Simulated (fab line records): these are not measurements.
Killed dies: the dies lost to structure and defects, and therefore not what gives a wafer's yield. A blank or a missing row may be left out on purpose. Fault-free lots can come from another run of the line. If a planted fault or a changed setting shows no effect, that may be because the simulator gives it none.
Check of tool commonality / flow gf180mcu / Sample size 13 lots and 39 wafers

== WHY THIS WAS OPENED ==
3 of 13 lots carry a flag on the reading LVPWELL_RS at GF_VT_IMPLANT_RS_MEAS_48. Wafers without a fault read 1196 ohm/sq, standard deviation 3.2.
Rule: a lot is flagged in two cases, either no wafer of it has a number, or all its wafers with numbers fall more than 4 standard deviations from that mean. As for the other lots, they are considered sound.

lot=L757; measured=day 7 18:41; on=film_metro-04; LVPWELL_RS (ohm/sq), wafer by wafer=1190 1189 1190; flag=
lot=L759; measured=day 8 09:46; on=film_metro-04; LVPWELL_RS (ohm/sq), wafer by wafer=1196 1195 1197; flag=
lot=L760; measured=day 8 15:59; on=film_metro-01; LVPWELL_RS (ohm/sq), wafer by wafer=1203 1198 1198; flag=
lot=L761; measured=day 8 22:59; on=film_metro-01; LVPWELL_RS (ohm/sq), wafer by wafer=1200 1197 1200; flag=
lot=L763; measured=day 9 13:52; on=film_metro-01; LVPWELL_RS (ohm/sq), wafer by wafer=1194 1195 1192; flag=
lot=L768; measured=day 10 22:52; on=film_metro-03; LVPWELL_RS (ohm/sq), wafer by wafer=1180 1177 1178; flag=FLAGGED
lot=L769; measured=day 11 03:44; on=film_metro-01; LVPWELL_RS (ohm/sq), wafer by wafer=1173 1174 1175; flag=FLAGGED
lot=L770; measured=day 11 09:44; on=film_metro-01; LVPWELL_RS (ohm/sq), wafer by wafer=1181 1176 1177; flag=FLAGGED
lot=L771; measured=day 11 20:11; on=film_metro-01; LVPWELL_RS (ohm/sq), wafer by wafer=1194 1192 1193; flag=
lot=L772; measured=day 11 23:20; on=film_metro-01; LVPWELL_RS (ohm/sq), wafer by wafer=1194 1193 1197; flag=
lot=L773; measured=day 12 06:41; on=film_metro-03; LVPWELL_RS (ohm/sq), wafer by wafer=1198 1196 1198; flag=
lot=L774; measured=day 12 10:50; on=film_metro-01; LVPWELL_RS (ohm/sq), wafer by wafer=1197 1194 1196; flag=
lot=L779; measured=day 13 19:47; on=film_metro-01; LVPWELL_RS (ohm/sq), wafer by wafer=1194 1195 1194; flag=
Average over the flagged lots: 1177 ohm/sq; offset from the usual -19 ohm/sq, equal to -6 standard deviations.

== WHICH TOOL EACH LOT WENT THROUGH ==
The record holds 1 process step before the reading, out of a route of 602 steps. Every cell lists first the tool, next ch and the chambers used by the sampled wafers, and last the start.
lot=L757; flag=; GF_LVPWELL_IMPLANT_08=implanter-01 ch 0, day 4 01:41
lot=L759; flag=; GF_LVPWELL_IMPLANT_08=implanter-01 ch 0, day 4 12:43
lot=L760; flag=; GF_LVPWELL_IMPLANT_08=implanter-01 ch 0, day 4 18:14
lot=L761; flag=; GF_LVPWELL_IMPLANT_08=implanter-03 ch 0, day 5 00:27
lot=L763; flag=; GF_LVPWELL_IMPLANT_08=implanter-02 ch 0, day 5 13:13
lot=L768; flag=FLAGGED; GF_LVPWELL_IMPLANT_08=implanter-01 ch 0, day 6 17:19
lot=L769; flag=FLAGGED; GF_LVPWELL_IMPLANT_08=implanter-01 ch 0, day 6 21:53
lot=L770; flag=FLAGGED; GF_LVPWELL_IMPLANT_08=implanter-01 ch 0, day 7 03:46
lot=L771; flag=; GF_LVPWELL_IMPLANT_08=implanter-02 ch 0, day 7 12:29
lot=L772; flag=; GF_LVPWELL_IMPLANT_08=implanter-03 ch 0, day 7 14:59
lot=L773; flag=; GF_LVPWELL_IMPLANT_08=implanter-03 ch 0, day 7 21:44
lot=L774; flag=; GF_LVPWELL_IMPLANT_08=implanter-02 ch 0, day 8 02:14
lot=L779; flag=; GF_LVPWELL_IMPLANT_08=implanter-02 ch 0, day 9 06:47
What these steps do:
- GF_LVPWELL_IMPLANT_08
- GF_VT_IMPLANT_RS_MEAS_48: measures by four-point-probe.

== FLAGGED AGAINST TOTAL, ONE TOOL AT A TIME (gauges that did the reading follow at the end) ==
step=GF_LVPWELL_IMPLANT_08; tool=implanter-01; lots run=6; flagged=3; share of the flagged lots=all; sound lots run after its first flagged lot=0
step=GF_LVPWELL_IMPLANT_08; tool=implanter-02; lots run=4; flagged=0; share of the flagged lots=none; sound lots run after its first flagged lot=-
step=GF_LVPWELL_IMPLANT_08; tool=implanter-03; lots run=3; flagged=0; share of the flagged lots=none; sound lots run after its first flagged lot=-
step=GF_VT_IMPLANT_RS_MEAS_48; tool=film_metro-01; lots run=9; flagged=2; share of the flagged lots=some; sound lots run after its first flagged lot=4 (L771,L772,L774,L779)
step=GF_VT_IMPLANT_RS_MEAS_48; tool=film_metro-03; lots run=2; flagged=1; share of the flagged lots=some; sound lots run after its first flagged lot=1 (L773)
step=GF_VT_IMPLANT_RS_MEAS_48; tool=film_metro-04; lots run=2; flagged=0; share of the flagged lots=none; sound lots run after its first flagged lot=-

== WHAT THE TABLE PERMITS ==
Rows of the table that ran each flagged lot: 1, that is implanter-01 at GF_LVPWELL_IMPLANT_08.
- implanter-01 at GF_LVPWELL_IMPLANT_08: 3 of its 6 lots flagged. It ran its last sound lot, L760, at day 4 18:14 and its first flagged lot, L768, at day 6 17:19: a fault with its onset between the two fits. Its own readings lie more than 4 standard deviations out on every wafer of the flagged lots: beam_energy_keV.
Just one tool remains: implanter-01 at GF_LVPWELL_IMPLANT_08.

== WHAT THE SIMULATOR HAD INSERTED ==
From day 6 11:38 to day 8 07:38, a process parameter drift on implanter-01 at GF_LVPWELL_IMPLANT_08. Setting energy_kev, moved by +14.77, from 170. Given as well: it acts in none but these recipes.
Lots struck among those shown: L768, L769, L770. The rule given above showed the same thing.
